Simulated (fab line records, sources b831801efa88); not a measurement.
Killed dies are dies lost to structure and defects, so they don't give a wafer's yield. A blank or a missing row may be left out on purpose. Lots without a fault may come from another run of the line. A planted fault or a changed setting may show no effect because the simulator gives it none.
Which tool did it? | flow gf180mcu | 13 lots, 39 wafers sampled, at 6 steps of a route of 602

WHAT THE GAUGES READ, wafer by wafer
GF_STI_THK_MEAS_24.
lot  | measured    | on            | STI_CVD_23_THK (nm)
L458 | day 2 13:13 | film_metro-04 | 654 650 653
L459 | day 2 16:59 | film_metro-04 | 647 647 644
L461 | day 3 04:24 | film_metro-04 | 651 644 655
L462 | day 3 06:50 | film_metro-02 | 657 652 644
L464 | day 3 20:36 | film_metro-01 | 650 644 644
L465 | day 3 21:44 | film_metro-01 | 657 664 667
L466 | day 4 03:40 | film_metro-01 | 648 645 648
L467 | day 4 07:25 | film_metro-02 | 658 660 648
L468 | day 4 15:05 | film_metro-01 | 637 660 645
L470 | day 4 22:56 | film_metro-01 | 647 645 652
L473 | day 5 14:59 | film_metro-01 | 659 645 646
L479 | day 6 20:52 | film_metro-02 | 646 666 651
L480 | day 7 02:02 | film_metro-02 | 656 642 654

GF_MVSD_TW_MEAS_11.
lot  | measured     | on            | MVSD_TW
L458 | day 5 01:43  | film_metro-03 | 1611 1616 1612
L459 | day 5 01:51  | film_metro-03 | 1603 1625 1614
L461 | day 5 13:45  | film_metro-03 | 1610 1610 1603
L462 | day 5 18:40  | film_metro-04 | 1566 1584 1571
L464 | day 6 08:18  | film_metro-03 | 1597 1607 1602
L465 | day 6 10:42  | film_metro-02 | 1580 1579 1586
L466 | day 6 18:12  | film_metro-03 | 1605 1601 1596
L467 | day 6 20:09  | film_metro-04 | 1586 1586 1572
L468 | day 7 04:14  | film_metro-04 | 1576 1577 1573
L470 | day 7 13:56  | film_metro-04 | 1571 1573 1571
L473 | day 8 08:52  | film_metro-04 | 1571 1571 1581
L479 | day 9 16:37  | film_metro-03 | 1605 1611 1614
L480 | day 10 00:12 | film_metro-03 | 1595 1597 1592

GF_VT_IMPLANT_OVL_MEAS_18.
lot  | measured     | on         | VT_IMPLANT_01_OVL (nm)
L458 | day 6 22:35  | overlay-02 | -1.2 -0.8 -0.7
L459 | day 6 22:43  | overlay-02 | -1.7 0.8 0.4
L461 | day 7 11:20  | overlay-01 | -0.2 0.2 -0.3
L462 | day 7 16:44  | overlay-02 | -0.9 0.9 -2.2
L464 | day 8 08:14  | overlay-01 | 0.4 1.7 -0.9
L465 | day 8 10:34  | overlay-01 | -0.2 -1.9 0.4
L466 | day 8 17:49  | overlay-01 | 0.9 0.3 0.8
L467 | day 8 19:40  | overlay-01 | 0.5 -0.7 0.5
L468 | day 9 05:05  | overlay-01 | -1.2 0.2 -1.5
L470 | day 9 15:50  | overlay-01 | - - -
L473 | day 10 12:31 | overlay-02 | 1.5 -0.7 -0.4
L479 | day 12 00:14 | overlay-02 | 1.0 1.8 0.6
L480 | day 12 05:23 | overlay-01 | -1.3 -1.8 0.6

GF_VT_IMPLANT_TW_MEAS_21.
lot  | measured     | on            | VT_IMPLANT_2_TW
L458 | day 6 22:53  | film_metro-03 | 1234 1233 1234
L459 | day 6 23:00  | film_metro-03 | 1226 1229 1228
L461 | day 7 11:37  | film_metro-03 | 1234 1235 1235
L462 | day 7 17:02  | film_metro-01 | 1204 1201 1208
L464 | day 8 08:31  | film_metro-03 | 1240 1233 1237
L465 | day 8 10:51  | film_metro-03 | 1227 1235 1228
L466 | day 8 18:06  | film_metro-01 | 1187 1189 1186
L467 | day 8 19:57  | film_metro-01 | 1189 1186 1180
L468 | day 9 05:23  | film_metro-02 | 1219 1224 1212
L470 | day 9 16:08  | film_metro-03 | 31 31 31
L473 | day 10 12:49 | film_metro-01 | 1197 1199 1196
L479 | day 12 00:32 | film_metro-01 | 1205 1215 1217
L480 | day 12 05:41 | film_metro-03 | 1229 1235 1233

WHICH TOOL RAN EACH LOT (tool, then ch and the chambers of the sampled wafers, then the start)
lot  | GF_VT_IMPLANT_STRIP_09               | GF_VT_IMPLANT_EXPOSE_15
L458 | plasma_asher-03 ch 0,1, day 6 07:30  | iline_stepper-02 ch 0, day 6 15:04
L459 | plasma_asher-01 ch 0,1, day 6 07:42  | iline_stepper-01 ch 0, day 6 15:20
L461 | plasma_asher-03 ch 0,1, day 6 19:57  | iline_stepper-02 ch 0, day 7 03:44
L462 | plasma_asher-03 ch 0,1, day 7 00:53  | iline_stepper-01 ch 0, day 7 09:20
L464 | plasma_asher-03 ch 0,1, day 7 16:01  | iline_stepper-01 ch 0, day 8 00:04
L465 | plasma_asher-03 ch 0,1, day 7 18:30  | iline_stepper-02 ch 0, day 8 02:14
L466 | plasma_asher-01 ch 0,1, day 8 01:49  | iline_stepper-02 ch 0, day 8 09:46
L467 | plasma_asher-01 ch 0,1, day 8 03:12  | iline_stepper-01 ch 0, day 8 12:22
L468 | plasma_asher-04 ch 0,1, day 8 12:45  | iline_stepper-02 ch 0, day 8 20:48
L470 | plasma_asher-01 ch 0,1, day 8 22:23  | iline_stepper-02 ch 0, day 9 07:30
L473 | plasma_asher-01 ch 0,1, day 9 18:52  | iline_stepper-02 ch 0, day 10 03:51
L479 | plasma_asher-01 ch 1, day 11 05:12   | iline_stepper-01 ch 0, day 11 15:07
L480 | plasma_asher-01 ch 0,1, day 11 11:30 | iline_stepper-01 ch 0, day 11 20:27
- GF_VT_IMPLANT_STRIP_09: strips in O2/N2.
- GF_VT_IMPLANT_EXPOSE_15: exposes mask Nwell LV AREA, target cd 860 nm.

WHAT THE TOOLS THEMSELVES READ (means of the sampled wafers that have a number; where no wafer has one, the mark that the record gives instead)
GF_VT_IMPLANT_STRIP_09.
lot  | tool            | drypump_motor_current_A (A) | heater_power_w (W) | oes_product_au (a.u.) | strip_time_to_endpoint_s (s)
L458 | plasma_asher-03 | 5.5                         | 365                | 0.717                 | 12.68
L459 | plasma_asher-01 | 5.3                         | 300                | 0.718                 | 12.61
L461 | plasma_asher-03 | 5.7                         | 341                | 0.720                 | 12.67
L462 | plasma_asher-03 | 5.4                         | 366                | 0.713                 | 12.61
L464 | plasma_asher-03 | 5.4                         | 371                | 0.715                 | 12.58
L465 | plasma_asher-03 | 5.5                         | 372                | 0.716                 | 12.64
L466 | plasma_asher-01 | 5.3                         | 302                | 0.716                 | 12.63
L467 | plasma_asher-01 | 5.3                         | 300                | 0.721                 | 12.59
L468 | plasma_asher-04 | 6.1                         | 311                | 0.721                 | 12.64
L470 | plasma_asher-01 | 5.6                         | 307                | 0.722                 | 12.63
L473 | plasma_asher-01 | 5.6                         | 307                | 0.715                 | 12.67
L479 | plasma_asher-01 | 5.1                         | 299                | 0.713                 | 12.65
L480 | plasma_asher-01 | 5.6                         | 303                | 0.715                 | 12.65

THE ANSWER, worked out from the rows above alone
Rule: what is usual is taken from the lots themselves. Put in order of their means at a reading, lots are off if they are a third of the lots or fewer, leave a main group of 4 or more, and stand apart from it by a gap of 3 or more times the standard deviation of the main group's means; of several such gaps the widest counts. A main group whose means are all the same, to the digits that the tables above print for the reading, isn't used. A lot without any number at a reading at which 4 lots or more have one is off too. The other lots that the step has rows for count as sound. The gauges are gone through in route order, then the tools' own readings, and for those a lot's mean is taken as printed above. The first step at which some lot is off is used, and at that step the reading that is off furthest; a lot without a number counts as furthest.
Off: L470, at GF_VT_IMPLANT_OVL_MEAS_18 (VT_IMPLANT_01_OVL). Without a number there: L470. The main group: mean -0.1 nm, standard deviation 0.63.
A tool fits if, at a process step before that reading, it ran every lot that is off, and no sound lot after the first of them. The gauges at GF_VT_IMPLANT_OVL_MEAS_18 aren't tried: what is off there is off at GF_VT_IMPLANT_TW_MEAS_21 too, on other tools, and a gauge's error can't cause that. None of those tried fits.

WHAT THE SIMULATOR HAD PUT IN
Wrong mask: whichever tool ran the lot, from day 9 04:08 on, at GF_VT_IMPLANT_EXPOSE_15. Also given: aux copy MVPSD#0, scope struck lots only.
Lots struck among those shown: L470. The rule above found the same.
